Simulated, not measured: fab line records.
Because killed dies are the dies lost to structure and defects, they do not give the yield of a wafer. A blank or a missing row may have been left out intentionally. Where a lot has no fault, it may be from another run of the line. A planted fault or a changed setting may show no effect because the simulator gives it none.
Struck lot and sound lot, side by side | flow sky130 | 35 steps out of a route of 708
Sound: wafers L198.2, L198.5, L198.6. Wafers L210.1, L210.3, L210.6 were the ones struck. The cause is named last.
Order at every step that has rows: each side's tool, ch and its chambers, its first start. Under that, the readings that differ: sound wafers | struck wafers | difference of the means | sigmas: that difference in standard deviations of wafers without a fault.
alike: words and numbers the same on both sides, and readings whose means are apart by under 2 such deviations; not compared: readings that were withheld, readings missing a value for some wafer, numbers with overlapping values and no deviation given by the record, and bounds like >300 which may hide the same value.
The two part at a step that has a row with sigmas, a row that says differs or no value, or rows on one side only. Numbers that have no deviation but don't overlap get no sigmas and don't part them. A reading that every wafer of one side lacks parts them only if that side has two wafers or more.

first, 8 steps without rows for these wafers: SKY_CAP2M_SPUTTER_02 (material TiN, target thk 200 nm, time 166.7 s); SKY_CAP2M_DEHYDRATE_05 (time 60 s); SKY_CAP2M_HMDS_06 (prime time 60 s); SKY_CAP2M_COAT_07 (resist thk 1140 nm); SKY_CAP2M_SOFTBAKE_08 (time 60 s); SKY_CAP2M_EXPOSE_09 (exposes mask CAP2M, target cd 1000 nm); SKY_CAP2M_PEB_10; SKY_CAP2M_DEVELOP_11 (develop time 60 s).
SKY_CAP2M_METAL_ETCH_13: etches TiN in Cl2/BCl3, stops on SiO2, target depth 220 nm, time 62.9 s.
  sound on rie metal-02 ch 0,1, day 42 22:31; struck on rie metal-02 ch 0, day 46 03:58
  alike: bcl3 flow sccm, drypump motor current A, oes product au, throttle valve pct
  not compared: rf hours counter h
then, 25 steps without rows for these wafers: SKY_CAP2M_STRIP_14 (strips in O2/N2); SKY_CAP2M_STRIP_15 (strips in post etch residue remover, time 1200 s); SKY_CAP2M_CLEAN_16 (cleans in IPA, time 180 s); SKY_CAP2M_CLEAN_17 (cleans in O3/DIW); SKY_METAL4_DEHYDRATE_05 (time 60 s); SKY_METAL4_HMDS_06 (prime time 60 s); SKY_METAL4_COAT_07 (resist thk 60 nm); SKY_METAL4_COAT_08 (resist thk 1140 nm); SKY_METAL4_SOFTBAKE_09 (time 90 s); SKY_METAL4_EXPOSE_10 (exposes mask MM4, target cd 300 nm); SKY_METAL4_PEB_11; SKY_METAL4_DEVELOP_12 (develop time 60 s); SKY_METAL4_DESCUM_15 (chemistry O2, time 8 s); SKY_METAL4_ETCH_16 (etches BARC in N2/H2, stops on SiO2, time 88.2 s, target depth 60 nm); SKY_METAL4_ETCH_17 (etches SiO2 in C4F8/O2/Ar, stops on TiN, time 3.9 s, target depth 15 nm); SKY_METAL4_METAL_ETCH_18 (etches the open film in Cl2/BCl3, stops on SiO2, target depth 845 nm, time 183.1 s); SKY_METAL4_STRIP_19 (strips in O2/N2); SKY_METAL4_STRIP_20 (strips in post etch residue remover, time 1200 s); SKY_METAL4_CLEAN_21 (cleans in IPA, time 180 s); SKY_METAL4_CLEAN_22 (cleans in O3/DIW); SKY_VIA4_HDPCVD_00 (deposits SiO2, target thk 1750 nm, time 291.7 s); SKY_VIA4_CMP_02 (polishes SiO2); SKY_VIA4_DEHYDRATE_04 (time 60 s); SKY_VIA4_HMDS_05 (prime time 60 s); SKY_VIA4_COAT_06 (resist thk 1140 nm).
-- the record jumps here: 4 days lie between the struck wafers' starts before and after (it left off in module VIA4 and takes up again in module PAD_OPEN, whose first step shown is number 708 of the route) --
SKY_PAD_OPEN_PROBE_99:
  sound on prober-01 at day 47 18:41; struck on prober-02 at day 50 10:11
  reading                               | sound             | struck            | difference | sigmas
  defect limited yield (%)              | 85.8 81.1 79.1    | 72.8 73.0 75.4    | -8.3       | -4
  killed at other                       | 0 0 1             | 60 61 50          | +57        | +99 or more
  killed dies                           | 70 93 103         | 134 133 121       | +41        | +4
  killed short                          | 34 47 45          | 28 28 26          | -15        | -2
  sort_bin_3_pad_short (%)              | 0.8 1.0 1.4       | 2.6 2.0 3.5       | +1.6       | +4
  sort_bin_5_function (%)               | 9.6 12.4 13.0     | 17.9 17.5 16.1    | +5.5       | +4
  sort n pass                           | 422 399 389       | 358 359 371       | -41        | -4
  sort yield pct (%)                    | 85.8 81.1 79.1    | 72.8 73.0 75.4    | -8.3       | -4
  model.etest.tester.sort n pass        | 422 399 389       | 358 359 371       | -41        |
  model.etest.tester.sort yield pct (%) | 85.77 81.1 79.06  | 72.76 72.97 75.41 | -8.26      |
  model.etest.tester.sort_bin_5_pct (%) | 9.553 12.4 13.01  | 17.89 17.48 16.06 | +5.49      |
  model.etest.tester.sort_bin_3_pct (%) | 0.813 1.016 1.423 | 2.642 2.033 3.455 | +1.626     |
  alike: killed_at_M0_to_M3, killed_at_M4_up, killed at contacts, killed at front end, killed open, sort_bin_6_memory

## WHERE THEY PART
Within this record, at SKY_PAD_OPEN_PROBE_99 only.

WHY: what the simulator had put in
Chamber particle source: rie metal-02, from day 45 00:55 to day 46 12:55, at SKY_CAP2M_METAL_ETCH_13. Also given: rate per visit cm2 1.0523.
